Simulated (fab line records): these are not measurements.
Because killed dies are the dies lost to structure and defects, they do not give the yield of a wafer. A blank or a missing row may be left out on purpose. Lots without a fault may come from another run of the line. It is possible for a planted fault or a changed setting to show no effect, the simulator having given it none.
Matching of chambers	flow sky130	cmp-02 running SKY_LI_CONTACT_CMP_02: 4 sister chambers
The step polishes PSG. 4 wafers are shown with their chamber, then 7 later ones without.

== EACH WAFER AND ITS CHAMBER ==
wafer	chamber	motorCurrentA (A)
L236.2	2	13.1
L236.6	3	11.3
L238.1	0	11.5
L238.6	1	14.1

== WAFERS WHOSE CHAMBER IS MISSING ==
wafer	motorCurrentA (A)
L240.1	10.5
L240.4	11.6
L240.6	11.8
L251.2	13.8
L254.2	11.4
L254.3	14.1
L254.4	13.0

== CHAMBER TAKEN BY EACH ==
wafer	from the rows above	in truth
L240.1	can't be placed: 3 or 0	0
L240.4	can't be placed: 0 or 3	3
L240.6	can't be placed: 0 or 3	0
L251.2	can't be placed: 1 or 2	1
L254.2	can't be placed: 0 or 3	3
L254.3	1	1
L254.4	2	2
Correct placement for 2 of the 7. These rows do not allow placing 5 (true chamber among the candidates in 5). Wrongly placed: 0.
How it was worked out, from the rows above alone: a wafer's distance from a chamber is the root of the sum, over the readings, of the square of ((its reading less the chamber's mean) divided by the reading's scatter). The wafer belongs to the nearest chamber; if the next one is less than 2 further off, it can't be placed. The mean given for a chamber averages the wafers shown for that chamber. The scatter: with one shown wafer a chamber, the root of the mean of the squares of how far each hidden wafer lies from its nearest shown one.
